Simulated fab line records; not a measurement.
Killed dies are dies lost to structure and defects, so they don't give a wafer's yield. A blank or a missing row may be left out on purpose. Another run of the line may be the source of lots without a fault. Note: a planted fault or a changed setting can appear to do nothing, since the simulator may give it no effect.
Which tool was responsible? / flow sky130 / at 1 step of a route of 708, 7 lots with 21 wafers sampled

## WHAT EACH GAUGE READ, for each wafer
SKY_NWELL_RS_MEAS_29: measures by four-point-probe.
lot=L828; measured=day 6 07:15; on=film_metro-02; NWELL_RS (ohm/sq)=624.6 625.6 623.9
lot=L832; measured=day 7 05:24; on=film_metro-03; NWELL_RS (ohm/sq)=625.2 625.0 624.1
lot=L833; measured=day 7 08:19; on=film_metro-03; NWELL_RS (ohm/sq)=625.5 623.9 625.4
lot=L837; measured=day 8 09:17; on=film_metro-01; NWELL_RS (ohm/sq)=622.4 626.8 626.3
lot=L839; measured=day 8 19:25; on=film_metro-03; NWELL_RS (ohm/sq)=624.3 625.2 624.5
lot=L842; measured=day 9 13:17; on=film_metro-03; NWELL_RS (ohm/sq)=625.7 626.4 626.9
lot=L848; measured=day 11 04:08; on=film_metro-03; NWELL_RS (ohm/sq)=622.8 624.9 621.9

## WHAT TOOL EACH LOT RAN ON (gives the tool, then ch and the chambers of the sampled wafers, and finally the start)
Before these readings, the record contains no process step.

## THE ANSWER, worked out from the rows above alone
Rule: the lots themselves supply what counts as usual. The widest of any qualifying gaps counts: lots, ordered by their means at a reading, are off when they make up no more than a third of the lots, leave a main group of 4 or more, and stand apart from it by 3 or more times the standard deviation of that group's means. The tables above print the reading to a certain number of digits; a main group whose means all agree to those digits is not used. A lot without any number at a reading at which 4 lots or more have one is off too. All remaining lots with rows at the step are treated as sound.
No lot is off on any of the readings shown, so nothing can be concluded from this.

## WHAT THE SIMULATOR HAD INSERTED
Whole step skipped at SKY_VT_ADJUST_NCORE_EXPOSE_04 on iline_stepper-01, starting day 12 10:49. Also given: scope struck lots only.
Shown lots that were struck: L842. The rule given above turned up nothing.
